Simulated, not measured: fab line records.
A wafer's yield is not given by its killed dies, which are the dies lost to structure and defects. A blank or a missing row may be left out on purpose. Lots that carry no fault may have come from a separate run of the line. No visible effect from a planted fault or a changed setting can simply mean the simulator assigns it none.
fab line records / flow sky130
[record] lots = 6 wafers = 18 lastDay = 50
route steps=708 shown METAL3@569 VIA3@573 PAD_OPEN@708
lots untouched by any fault: they come from a run of this same line in which no faults occurred
startH: the number of hours between the record's first day and the start of the first shown wafer of the lot / waitH: hours since the lot's step before / " repeats the value in the row above / L1.1+2: a row that stands for several wafers / - either no value or no given start / * or withheld: withheld / < > ~ a bound
route shown NAME@n: NAME is a module with steps in the file, n the number in the route of the first one / usual: the fault-free wafers' mean and standard deviation / same: alike in all rows / chamber/n: place in a boat / sites: per-site readings / _std_site: how widely they spread, as a standard deviation / _edge_site: outer sites' mean less inner sites' / radiusMm: for every site, how far away it sits from the centre of the wafer / mask NAME#n: copy n / behind: the most recent tool/chamber to have shaped the wafer / hold: reason for holding the lot/hours on hold/outcome of the hold / device: which transistor (n, p or np) failed to switch / end of line: the tests these same wafers got at the end of their route / a step with no rows: only its recipe / killed: dies that structure and defects cost at the first sort, which is not the same as the wafer's yield / map: the dies of a wafer, with x for killed, . for not killed, _ for no die there
set.NAME: the run value of the setting; set.NAME@STEP: its run value at that earlier step / model.NAME: the simulator's own value behind a step, which no gauge read
a table for each step, a row for each wafer; lots at some steps of the route
services: when a tool's chamber went out of use (startH, in hours from the record's first day, below 0 if earlier), for how many hours, and the reason
[[steps]]
[step SKY_METAL3_STRIP_19]
[recipe] chemistry = O2/N2 powerW = 1400 pressureMtorr = 1500 platenTempC = withheld o2FlowSccm = 3000 n2FlowSccm = 300 overashFraction = 0.5
[usual] drypumpMotorCurrentA = 5.9/0.44 oesProductAu = 0.501/0.0049 stripTimeToEndpointS = 6.52/0.058
lot.wafer=L228.1 tool=plasmaAsher-03 chamber=0 startH=895.87 waitH=0.3 drypumpMotorCurrentA=6.1 oesProductAu=0.495 rfHoursCounterH=13 stripTimeToEndpointS=6.40
lot.wafer=L228.3 tool=plasmaAsher-03 chamber=1 startH=895.87 waitH=0.3 drypumpMotorCurrentA=6.0 oesProductAu=0.487 rfHoursCounterH=- stripTimeToEndpointS=6.35
lot.wafer=L228.6 tool=plasmaAsher-03 chamber=0 startH=895.87 waitH=0.3 drypumpMotorCurrentA=6.1 oesProductAu=0.494 rfHoursCounterH=- stripTimeToEndpointS=6.38
lot.wafer=L229.4 tool=plasmaAsher-03 chamber=1 startH=907.42 waitH=0.1 drypumpMotorCurrentA=6.0 oesProductAu=0.510 rfHoursCounterH=- stripTimeToEndpointS=6.55
lot.wafer=L229.5 tool=plasmaAsher-03 chamber=1 startH=907.42 waitH=0.1 drypumpMotorCurrentA=6.0 oesProductAu=0.503 rfHoursCounterH=- stripTimeToEndpointS=6.58
lot.wafer=L229.6 tool=plasmaAsher-03 chamber=0 startH=907.42 waitH=0.1 drypumpMotorCurrentA=6.1 oesProductAu=0.499 rfHoursCounterH=- stripTimeToEndpointS=6.49
lot.wafer=L246.1 tool=plasmaAsher-01 chamber=0 startH=1041.03 waitH=0.1 drypumpMotorCurrentA=5.8 oesProductAu=0.500 rfHoursCounterH=87 stripTimeToEndpointS=6.58
lot.wafer=L246.2 tool=plasmaAsher-01 chamber=1 startH=1041.03 waitH=0.1 drypumpMotorCurrentA=4.8 oesProductAu=0.507 rfHoursCounterH=87 stripTimeToEndpointS=6.53
lot.wafer=L246.6 tool=plasmaAsher-01 chamber=1 startH=1041.03 waitH=0.1 drypumpMotorCurrentA=4.8 oesProductAu=0.513 rfHoursCounterH=- stripTimeToEndpointS=6.56
lot.wafer=L247.2 tool=plasmaAsher-03 chamber=1 startH=1043.79 waitH=0.1 drypumpMotorCurrentA=6.0 oesProductAu=0.512 rfHoursCounterH=28 stripTimeToEndpointS=6.66
lot.wafer=L247.3 tool=plasmaAsher-03 chamber=1 startH=1043.79 waitH=0.1 drypumpMotorCurrentA=6.0 oesProductAu=0.498 rfHoursCounterH=- stripTimeToEndpointS=6.55
lot.wafer=L247.6 tool=plasmaAsher-03 chamber=1 startH=1043.79 waitH=0.1 drypumpMotorCurrentA=6.0 oesProductAu=0.503 rfHoursCounterH=- stripTimeToEndpointS=6.57
lot.wafer=L249.4 tool=plasmaAsher-01 chamber=1 startH=1051.72 waitH=0.1 drypumpMotorCurrentA=4.8 oesProductAu=0.498 rfHoursCounterH=- stripTimeToEndpointS=6.56
lot.wafer=L249.5 tool=plasmaAsher-01 chamber=1 startH=1051.72 waitH=0.1 drypumpMotorCurrentA=4.8 oesProductAu=0.502 rfHoursCounterH=- stripTimeToEndpointS=6.60
lot.wafer=L249.6 tool=plasmaAsher-01 chamber=0 startH=1051.72 waitH=0.1 drypumpMotorCurrentA=5.8 oesProductAu=0.505 rfHoursCounterH=- stripTimeToEndpointS=6.64
lot.wafer=L251.1 tool=plasmaAsher-03 chamber=0 startH=1058.76 waitH=0.3 drypumpMotorCurrentA=6.1 oesProductAu=0.501 rfHoursCounterH=30 stripTimeToEndpointS=6.59
lot.wafer=L251.3 tool=plasmaAsher-03 chamber=1 startH=1058.76 waitH=0.3 drypumpMotorCurrentA=6.0 oesProductAu=0.507 rfHoursCounterH=- stripTimeToEndpointS=6.57
lot.wafer=L251.4 tool=plasmaAsher-03 chamber=0 startH=1058.76 waitH=0.3 drypumpMotorCurrentA=6.1 oesProductAu=0.507 rfHoursCounterH=- stripTimeToEndpointS=6.61
[step SKY_METAL3_STRIP_20]
[recipe] chemistry = postEtchResidueRemover timeS = 1200 tempC = 72.5
[step SKY_METAL3_CLEAN_21]
[recipe] chemistry = IPA timeS = 180 tempC = 25
[step SKY_METAL3_CLEAN_22]
[recipe] chemistry = O3/DIW dry = n2Spin
[step SKY_VIA3_HDPCVD_00]
[recipe] material = SiO2 targetThkNm = 1635 sigmaOpenFrac = 0.3 timeS = 272.5 tempC = 400 sih4FlowSccm = 60 pressureMtorr = 6
[step SKY_VIA3_THK_MEAS_01]
[recipe] reads = SiO2_of_VIA3_HDPCVD_00
[usual] VIA3_HDPCVD_THK = 1633/18
lot.wafer=L228.1 tool=filmMetro-04 chamber=- startH=896.67 waitH=0.1 VIA3_HDPCVD_THK[nm]=1633
lot.wafer=L228.3 tool=filmMetro-04 chamber=- startH=896.67 waitH=0.1 VIA3_HDPCVD_THK[nm]=1622
lot.wafer=L228.6 tool=filmMetro-04 chamber=- startH=896.67 waitH=0.1 VIA3_HDPCVD_THK[nm]=1625
lot.wafer=L229.4 tool=filmMetro-03 chamber=- startH=908.18 waitH=0.0 VIA3_HDPCVD_THK[nm]=1634
lot.wafer=L229.5 tool=filmMetro-03 chamber=- startH=908.18 waitH=0.0 VIA3_HDPCVD_THK[nm]=1640
lot.wafer=L229.6 tool=filmMetro-03 chamber=- startH=908.18 waitH=0.0 VIA3_HDPCVD_THK[nm]=1655
lot.wafer=L246.1 tool=filmMetro-01 chamber=- startH=1041.80 waitH=0.1 VIA3_HDPCVD_THK[nm]=1609
lot.wafer=L246.2 tool=filmMetro-01 chamber=- startH=1041.80 waitH=0.1 VIA3_HDPCVD_THK[nm]=1632
lot.wafer=L246.6 tool=filmMetro-01 chamber=- startH=1041.80 waitH=0.1 VIA3_HDPCVD_THK[nm]=1620
lot.wafer=L247.2 tool=filmMetro-01 chamber=- startH=1044.57 waitH=0.1 VIA3_HDPCVD_THK[nm]=1618
lot.wafer=L247.3 tool=filmMetro-01 chamber=- startH=1044.57 waitH=0.1 VIA3_HDPCVD_THK[nm]=1615
lot.wafer=L247.6 tool=filmMetro-01 chamber=- startH=1044.57 waitH=0.1 VIA3_HDPCVD_THK[nm]=1640
lot.wafer=L249.4 tool=filmMetro-01 chamber=- startH=1052.56 waitH=0.0 VIA3_HDPCVD_THK[nm]=1635
lot.wafer=L249.5 tool=filmMetro-01 chamber=- startH=1052.56 waitH=0.0 VIA3_HDPCVD_THK[nm]=1657
lot.wafer=L249.6 tool=filmMetro-01 chamber=- startH=1052.56 waitH=0.0 VIA3_HDPCVD_THK[nm]=1666
lot.wafer=L251.1 tool=filmMetro-01 chamber=- startH=1059.56 waitH=0.1 VIA3_HDPCVD_THK[nm]=1664
lot.wafer=L251.3 tool=filmMetro-01 chamber=- startH=1059.56 waitH=0.1 VIA3_HDPCVD_THK[nm]=1641
lot.wafer=L251.4 tool=filmMetro-01 chamber=- startH=1059.56 waitH=0.1 VIA3_HDPCVD_THK[nm]=1650
[step SKY_VIA3_CMP_02]
[recipe] material = SiO2 downForcePsi = 4 platenRpm = 60 padVelocityMS = 0.94248
[usual] headPressurePsi = 4.001/0.0097 motorCurrentA = 12.0/1.2
lot.wafer=L228.1 tool=cmp-02 chamber=2 startH=897.18 waitH=0.5 headPressurePsi=4.008 motorCurrentA=11.8
lot.wafer=L228.3 tool=cmp-02 chamber=3 startH=897.18 waitH=0.5 headPressurePsi=3.990 motorCurrentA=13.5
lot.wafer=L228.6 tool=cmp-02 chamber=2 startH=897.18 waitH=0.5 headPressurePsi=3.998 motorCurrentA=11.2
lot.wafer=L229.4 tool=cmp-02 chamber=0 startH=908.26 waitH=0.1 headPressurePsi=4.000 motorCurrentA=10.2
lot.wafer=L229.6 tool=cmp-02 chamber=3 startH=908.26 waitH=0.1 headPressurePsi=4.003 motorCurrentA=13.4
lot.wafer=L229.5 tool=cmp-02 chamber=0 startH=908.26 waitH=0.1 headPressurePsi=4.003 motorCurrentA=10.4
lot.wafer=L246.2 tool=cmp-02 chamber=1 startH=1041.93 waitH=0.1 headPressurePsi=4.009 motorCurrentA=12.5
lot.wafer=L246.1 tool=cmp-02 chamber=2 startH=1041.93 waitH=0.1 headPressurePsi=4.001 motorCurrentA=11.8
lot.wafer=L246.6 tool=cmp-02 chamber=0 startH=1041.93 waitH=0.1 headPressurePsi=3.988 motorCurrentA=10.1
lot.wafer=L247.3 tool=cmp-02 chamber=1 startH=1044.81 waitH=0.2 headPressurePsi=4.011 motorCurrentA=11.6
lot.wafer=L247.2 tool=cmp-02 chamber=3 startH=1044.81 waitH=0.2 headPressurePsi=3.986 motorCurrentA=12.9
lot.wafer=L247.6 tool=cmp-02 chamber=1 startH=1044.81 waitH=0.2 headPressurePsi=4.008 motorCurrentA=11.5
lot.wafer=L249.4 tool=cmp-01 chamber=1 startH=1052.59 waitH=0.0 headPressurePsi=3.997 motorCurrentA=11.2
lot.wafer=L249.5 tool=cmp-01 chamber=1 startH=1052.59 waitH=0.0 headPressurePsi=3.995 motorCurrentA=11.7
lot.wafer=L249.6 tool=cmp-01 chamber=2 startH=1052.59 waitH=0.0 headPressurePsi=4.014 motorCurrentA=14.3
lot.wafer=L251.1 tool=cmp-02 chamber=1 startH=1059.62 waitH=0.1 headPressurePsi=4.013 motorCurrentA=12.3
lot.wafer=L251.4 tool=cmp-02 chamber=2 startH=1059.62 waitH=0.1 headPressurePsi=4.003 motorCurrentA=12.0
lot.wafer=L251.3 tool=cmp-02 chamber=0 startH=1059.62 waitH=0.1 headPressurePsi=4.007 motorCurrentA=9.4
[step SKY_VIA3_BOW_MEAS_03]
[recipe] mode = bow
[usual] VIA3_BOW = 77/7.9
lot.wafer=L228.1 tool=filmMetro-01 chamber=- startH=897.48 waitH=0.2 VIA3_BOW[um]=80
lot.wafer=L228.3 tool=filmMetro-01 chamber=- startH=897.48 waitH=0.2 VIA3_BOW[um]=89
lot.wafer=L228.6 tool=filmMetro-01 chamber=- startH=897.48 waitH=0.2 VIA3_BOW[um]=83
lot.wafer=L229.4 tool=filmMetro-01 chamber=- startH=908.57 waitH=0.3 VIA3_BOW[um]=92
lot.wafer=L229.5 tool=filmMetro-01 chamber=- startH=908.57 waitH=0.3 VIA3_BOW[um]=83
lot.wafer=L229.6 tool=filmMetro-01 chamber=- startH=908.57 waitH=0.3 VIA3_BOW[um]=87
lot.wafer=L246.1 tool=filmMetro-03 chamber=- startH=1042.18 waitH=0.1 VIA3_BOW[um]=61
lot.wafer=L246.2 tool=filmMetro-03 chamber=- startH=1042.18 waitH=0.1 VIA3_BOW[um]=63
lot.wafer=L246.6 tool=filmMetro-03 chamber=- startH=1042.18 waitH=0.1 VIA3_BOW[um]=75
lot.wafer=L247.2 tool=filmMetro-01 chamber=- startH=1045.08 waitH=0.1 VIA3_BOW[um]=72
lot.wafer=L247.3 tool=filmMetro-01 chamber=- startH=1045.08 waitH=0.1 VIA3_BOW[um]=91
lot.wafer=L247.6 tool=filmMetro-01 chamber=- startH=1045.08 waitH=0.1 VIA3_BOW[um]=86
lot.wafer=L249.4 tool=filmMetro-01 chamber=- startH=1052.95 waitH=0.3 VIA3_BOW[um]=89
lot.wafer=L249.5 tool=filmMetro-01 chamber=- startH=1052.95 waitH=0.3 VIA3_BOW[um]=76
lot.wafer=L249.6 tool=filmMetro-01 chamber=- startH=1052.95 waitH=0.3 VIA3_BOW[um]=71
lot.wafer=L251.1 tool=filmMetro-01 chamber=- startH=1059.92 waitH=0.2 VIA3_BOW[um]=89
lot.wafer=L251.3 tool=filmMetro-01 chamber=- startH=1059.92 waitH=0.2 VIA3_BOW[um]=85
lot.wafer=L251.4 tool=filmMetro-01 chamber=- startH=1059.92 waitH=0.2 VIA3_BOW[um]=79
[step SKY_VIA3_DEHYDRATE_04]
[recipe] tempC = 200 timeS = 60
[step SKY_VIA3_HMDS_05]
[recipe] primeTimeS = 60 primeTempC = 120
[step SKY_VIA3_COAT_06]
[recipe] resist = BARC tempC = withheld timeS = withheld spinRpm = 3000 resistThkNm = 60
[step SKY_VIA3_COAT_07]
[recipe] resist = KrF-thick spinRpm = 3000 resistThkNm = 450
[step SKY_VIA3_SOFTBAKE_08]
[recipe] tempC = 100 timeS = 90 resist = KrF-thick
[usual] heaterPowerTotalW = 57.37/0.11 plateTempC = 100.01/0.13 runLengthS = 119.15/0.18
lot.wafer=L228.1 tool=lithoTrack-02 chamber=0 startH=910 waitH=- heaterPowerTotalW=57.30 plateTempC=100.00 runLengthS=119.17
lot.wafer=L228.3 tool=lithoTrack-02 chamber=0 startH=910 waitH=- heaterPowerTotalW=57.49 plateTempC=99.97 runLengthS=119.13
lot.wafer=L228.6 tool=lithoTrack-02 chamber=0 startH=910 waitH=- heaterPowerTotalW=57.46 plateTempC=99.97 runLengthS=119.03
lot.wafer=L229.4 tool=lithoTrack-01 chamber=0 startH=921 waitH=- heaterPowerTotalW=57.29 plateTempC=100.09 runLengthS=119.30
lot.wafer=L229.5 tool=lithoTrack-01 chamber=0 startH=921 waitH=- heaterPowerTotalW=57.40 plateTempC=100.00 runLengthS=119.39
lot.wafer=L229.6 tool=lithoTrack-01 chamber=0 startH=921 waitH=- heaterPowerTotalW=57.44 plateTempC=100.07 runLengthS=119.42
lot.wafer=L246.1 tool=lithoTrack-02 chamber=0 startH=1053 waitH=- heaterPowerTotalW=58.57 plateTempC=- runLengthS=113.71
lot.wafer=L246.2 tool=lithoTrack-02 chamber=0 startH=1053 waitH=- heaterPowerTotalW=58.37 plateTempC=- runLengthS=113.76
lot.wafer=L246.6 tool=lithoTrack-02 chamber=0 startH=1053 waitH=- heaterPowerTotalW=58.58 plateTempC=- runLengthS=113.88
lot.wafer=L247.2 tool=lithoTrack-02 chamber=0 startH=1055 waitH=- heaterPowerTotalW=58.41 plateTempC=- runLengthS=114.00
lot.wafer=L247.3 tool=lithoTrack-02 chamber=0 startH=1055 waitH=- heaterPowerTotalW=58.47 plateTempC=- runLengthS=113.94
lot.wafer=L247.6 tool=lithoTrack-02 chamber=0 startH=1055 waitH=- heaterPowerTotalW=58.37 plateTempC=- runLengthS=114.08
lot.wafer=L249.4 tool=lithoTrack-01 chamber=0 startH=1063 waitH=- heaterPowerTotalW=57.49 plateTempC=99.91 runLengthS=119.35
lot.wafer=L249.5 tool=lithoTrack-01 chamber=0 startH=1063 waitH=- heaterPowerTotalW=57.17 plateTempC=100.00 runLengthS=119.25
lot.wafer=L249.6 tool=lithoTrack-01 chamber=0 startH=1063 waitH=- heaterPowerTotalW=57.51 plateTempC=100.03 runLengthS=119.46
lot.wafer=L251.1 tool=lithoTrack-04 chamber=0 startH=1070 waitH=- heaterPowerTotalW=57.40 plateTempC=99.96 runLengthS=119.12
lot.wafer=L251.3 tool=lithoTrack-04 chamber=0 startH=1070 waitH=- heaterPowerTotalW=57.27 plateTempC=100.12 runLengthS=119.08
lot.wafer=L251.4 tool=lithoTrack-04 chamber=0 startH=1070 waitH=- heaterPowerTotalW=57.35 plateTempC=100.18 runLengthS=119.31
[step SKY_VIA3_EXPOSE_09]
[recipe] maskId = VIM3 na = 0.8 sourceShape = annular sigmaInner = 0.55 sigmaOuter = 0.85 targetCdNm = 200 doseMj = 38
[step SKY_PAD_OPEN_PROBE_99]
[usual] defectLimitedYield = 82.3/1.9 killed_at_M0_to_M3 = 43/6.7 killed_at_M4_up = 3.2/1.8 killedAtContacts = 25/5.2 killedAtFrontEnd = 15/4.4 killedAtOther = 0.2/0.4 killedDies = 87/9.3 killedOpen = 48/7.1 killedShort = 39/6 sort_bin_3_pad_short = 0.9/0.41 sort_bin_5_function = 10.5/1.4 sort_bin_6_memory = 6.3/1.1 sortNPass = 405/9.3 sortYieldPct = 82.3/1.9
[same] grossDies = 492 killedAtBackSide = 0 sort_bin_4_leakage[%] = 0 sort_bin_8_speed[%] = 0
lot.wafer=L229.4 tool=prober-02 chamber=- startH=1080.96 waitH=0.2 defectLimitedYield[%]=82.1 killed_at_M0_to_M3=49 killed_at_M4_up=1 killedAtContacts=23 killedAtFrontEnd=15 killedAtOther=0 killedDies=88 killedOpen=46 killedShort=42 sort_bin_3_pad_short[%]=1.0 sort_bin_5_function[%]=10.0 sort_bin_6_memory[%]=6.9 sortNPass=404 sortYieldPct[%]=82.1
lot.wafer=L229.5 tool=prober-02 chamber=- startH=1081.01 waitH=0.2 defectLimitedYield[%]=81.3 killed_at_M0_to_M3=46 killed_at_M4_up=4 killedAtContacts=22 killedAtFrontEnd=19 killedAtOther=1 killedDies=92 killedOpen=53 killedShort=39 sort_bin_3_pad_short[%]=0.8 sort_bin_5_function[%]=11.8 sort_bin_6_memory[%]=6.1 sortNPass=400 sortYieldPct[%]=81.3
lot.wafer=L229.6 tool=prober-02 chamber=- startH=1081.06 waitH=0.2 defectLimitedYield[%]=83.3 killed_at_M0_to_M3=35 killed_at_M4_up=2 killedAtContacts=28 killedAtFrontEnd=16 killedAtOther=1 killedDies=82 killedOpen=48 killedShort=34 sort_bin_3_pad_short[%]=0.8 sort_bin_5_function[%]=10.8 sort_bin_6_memory[%]=5.1 sortNPass=410 sortYieldPct[%]=83.3
lot.wafer=L246.1 tool=prober-01 chamber=- startH=1185.30 waitH=0.1 defectLimitedYield[%]=82.5 killed_at_M0_to_M3=36 killed_at_M4_up=4 killedAtContacts=28 killedAtFrontEnd=18 killedAtOther=0 killedDies=86 killedOpen=44 killedShort=42 sort_bin_3_pad_short[%]=1.4 sort_bin_5_function[%]=11.0 sort_bin_6_memory[%]=5.1 sortNPass=406 sortYieldPct[%]=82.5
lot.wafer=L246.2 tool=prober-01 chamber=- startH=1185.35 waitH=0.1 defectLimitedYield[%]=83.7 killed_at_M0_to_M3=36 killed_at_M4_up=3 killedAtContacts=27 killedAtFrontEnd=14 killedAtOther=0 killedDies=80 killedOpen=48 killedShort=32 sort_bin_3_pad_short[%]=0.2 sort_bin_5_function[%]=9.8 sort_bin_6_memory[%]=6.3 sortNPass=412 sortYieldPct[%]=83.7
lot.wafer=L246.6 tool=prober-01 chamber=- startH=1185.55 waitH=0.2 defectLimitedYield[%]=81.3 killed_at_M0_to_M3=51 killed_at_M4_up=3 killedAtContacts=30 killedAtFrontEnd=8 killedAtOther=0 killedDies=92 killedOpen=52 killedShort=40 sort_bin_3_pad_short[%]=0.8 sort_bin_5_function[%]=11.6 sort_bin_6_memory[%]=6.3 sortNPass=400 sortYieldPct[%]=81.3
lot.wafer=L247.2 tool=prober-02 chamber=- startH=1188.10 waitH=0.1 defectLimitedYield[%]=82.3 killed_at_M0_to_M3=41 killed_at_M4_up=5 killedAtContacts=21 killedAtFrontEnd=20 killedAtOther=0 killedDies=87 killedOpen=48 killedShort=39 sort_bin_3_pad_short[%]=0.8 sort_bin_5_function[%]=8.5 sort_bin_6_memory[%]=8.3 sortNPass=405 sortYieldPct[%]=82.3
lot.wafer=L247.3 tool=prober-02 chamber=- startH=1188.15 waitH=0.2 defectLimitedYield[%]=82.1 killed_at_M0_to_M3=37 killed_at_M4_up=6 killedAtContacts=33 killedAtFrontEnd=12 killedAtOther=0 killedDies=88 killedOpen=48 killedShort=40 sort_bin_3_pad_short[%]=1.0 sort_bin_5_function[%]=10.2 sort_bin_6_memory[%]=6.7 sortNPass=404 sortYieldPct[%]=82.1
lot.wafer=L247.6 tool=prober-02 chamber=- startH=1188.30 waitH=0.2 defectLimitedYield[%]=86.2 killed_at_M0_to_M3=28 killed_at_M4_up=3 killedAtContacts=27 killedAtFrontEnd=10 killedAtOther=0 killedDies=68 killedOpen=32 killedShort=36 sort_bin_3_pad_short[%]=1.2 sort_bin_5_function[%]=7.9 sort_bin_6_memory[%]=4.7 sortNPass=424 sortYieldPct[%]=86.2
lot.wafer=L249.4 tool=prober-02 chamber=- startH=1194.77 waitH=0.2 defectLimitedYield[%]=82.9 killed_at_M0_to_M3=37 killed_at_M4_up=2 killedAtContacts=32 killedAtFrontEnd=12 killedAtOther=1 killedDies=84 killedOpen=46 killedShort=38 sort_bin_3_pad_short[%]=1.2 sort_bin_5_function[%]=9.1 sort_bin_6_memory[%]=6.7 sortNPass=408 sortYieldPct[%]=82.9
lot.wafer=L249.5 tool=prober-02 chamber=- startH=1194.82 waitH=0.2 defectLimitedYield[%]=80.3 killed_at_M0_to_M3=40 killed_at_M4_up=3 killedAtContacts=39 killedAtFrontEnd=15 killedAtOther=0 killedDies=97 killedOpen=58 killedShort=39 sort_bin_3_pad_short[%]=1.4 sort_bin_5_function[%]=11.8 sort_bin_6_memory[%]=6.5 sortNPass=395 sortYieldPct[%]=80.3
lot.wafer=L249.6 tool=prober-02 chamber=- startH=1194.87 waitH=0.2 defectLimitedYield[%]=81.5 killed_at_M0_to_M3=43 killed_at_M4_up=5 killedAtContacts=32 killedAtFrontEnd=11 killedAtOther=0 killedDies=91 killedOpen=49 killedShort=42 sort_bin_3_pad_short[%]=0.6 sort_bin_5_function[%]=10.2 sort_bin_6_memory[%]=7.7 sortNPass=401 sortYieldPct[%]=81.5
// killed by level:class
L229.4 VIA1:geometricParticle:open=11 VIA1:geometricParticle:short=8 CONTACT:geometricParticle:open=7 VIA3:geometricParticle:open=7 POLY_GATE:geometricParticle:short=6 LI_CONTACT:geometricParticle:open=6 SPACER:geometricParticle:short=5 CONTACT:geometricParticle:short=5
L229.5 VIA1:geometricParticle:open=12 CONTACT:geometricParticle:open=10 VIA3:geometricParticle:open=8 METAL2:geometricParticle:short=6 LI_CONTACT:geometricParticle:open=6 VIA2:geometricParticle:open=6 FIELD_ISO:geometricParticle:short=5 METAL3:geometricParticle:short=5
L229.6 CONTACT:geometricParticle:open=15 LI_CONTACT:geometricParticle:open=9 VIA1:geometricParticle:open=7 FIELD_ISO:geometricParticle:short=6 VIA2:geometricParticle:open=5 VIA3:geometricParticle:open=5 METAL1:geometricParticle:short=4 POLY_GATE:geometricParticle:short=3
L246.1 CONTACT:geometricParticle:open=9 FIELD_ISO:geometricParticle:short=8 VIA1:geometricParticle:open=8 CONTACT:geometricParticle:short=7 VIA2:geometricParticle:open=7 LI_CONTACT:geometricParticle:open=5 METAL1:geometricParticle:short=5 FIELD_ISO:geometricParticle:open=4
L246.2 VIA1:geometricParticle:open=13 CONTACT:geometricParticle:open=12 LI_CONTACT:geometricParticle:open=8 CONTACT:geometricParticle:short=5 VIA3:geometricParticle:open=5 FIELD_ISO:geometricParticle:short=4 VIA3:geometricParticle:short=4 VIA2:geometricParticle:open=4
L246.6 VIA1:geometricParticle:open=13 CONTACT:geometricParticle:open=12 VIA2:geometricParticle:open=8 LI_CONTACT:geometricParticle:open=7 METAL1:geometricParticle:short=6 LI_CONTACT:geometricParticle:short=5 CONTACT:geometricParticle:short=5 VIA1:geometricParticle:short=5
L247.2 VIA3:geometricParticle:open=11 CONTACT:geometricParticle:open=9 LI_CONTACT:geometricParticle:open=5 VIA2:geometricParticle:open=5 POLY_GATE:geometricParticle:open=4 POLY_GATE:geometricParticle:short=4 SPACER:geometricParticle:short=4 METAL1:geometricParticle:short=4
L247.3 LI_CONTACT:geometricParticle:open=12 CONTACT:geometricParticle:open=11 METAL1:geometricParticle:short=7 LOCAL_INTERCONNECT:geometricParticle:short=6 METAL2:geometricParticle:short=5 VIA1:geometricParticle:open=5 VIA1:geometricParticle:short=5 METAL4:geometricParticle:short=4
L247.6 LI_CONTACT:geometricParticle:open=9 LI_CONTACT:geometricParticle:short=6 VIA1:geometricParticle:open=6 LOCAL_INTERCONNECT:geometricParticle:short=5 VIA3:geometricParticle:open=5 FIELD_ISO:geometricParticle:short=4 CONTACT:geometricParticle:open=4 METAL1:geometricParticle:short=4
L249.4 CONTACT:geometricParticle:open=13 VIA1:geometricParticle:open=10 VIA1:geometricParticle:short=8 CONTACT:geometricParticle:short=7 LI_CONTACT:geometricParticle:open=6 METAL1:geometricParticle:short=5 VIA3:geometricParticle:open=4 POLY_GATE:geometricParticle:short=3
L249.5 CONTACT:geometricParticle:open=13 LI_CONTACT:geometricParticle:open=12 VIA1:geometricParticle:open=11 METAL2:geometricParticle:short=9 FIELD_ISO:geometricParticle:open=6 CONTACT:geometricParticle:short=6 POLY_GATE:geometricParticle:open=5 VIA3:geometricParticle:open=5
L249.6 CONTACT:geometricParticle:open=9 LOCAL_INTERCONNECT:geometricParticle:short=8 VIA1:geometricParticle:open=8 VIA2:geometricParticle:open=8 LI_CONTACT:geometricParticle:open=7 VIA3:geometricParticle:open=6 CONTACT:geometricParticle:short=5 VIA1:geometricParticle:short=5
[[services]]
tool=cmp-01 chamber=- startH=884.93 hours=12.3 kind=pm
tool=cmp-02 chamber=- startH=902.09 hours=2.6 kind=repair
tool=cmp-02 chamber=- startH=912.00 hours=4.0 kind=pm
tool=cmp-02 chamber=- startH=916.00 hours=- kind=consumableReplace:conditioner
tool=cmp-02 chamber=- startH=916.00 hours=- kind=consumableReplace:pad
tool=cmp-01 chamber=- startH=942.26 hours=0.4 kind=repair
tool=cmp-01 chamber=- startH=995.22 hours=0.8 kind=repair
tool=plasmaAsher-01 chamber=- startH=997.53 hours=1.6 kind=repair
tool=cmp-02 chamber=- startH=1015.25 hours=3.9 kind=pm
[[key]]
[firstSign] step = SKY_VIA3_SOFTBAKE_08 reading = runLengthS direction = down sigmas = 30 usual = * struck = *
[effect] step = SKY_VIA3_SOFTBAKE_08 reading = heaterPowerTotalW direction = up sigmas = 10 usual = * struck = *
metAt SKY_VIA3_SOFTBAKE_08
struckWafers L246.1,L246.2,L246.6,L247.2,L247.3,L247.6
onsetBetween 910 1053
[fault] kind = processParameterDrift tool = lithoTrack-02 chamber = - onsetH = 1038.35 steps = SKY_VIA3_SOFTBAKE_08 channel = timeS offset = * shape = step endH = 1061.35 actsIn = * stated = *
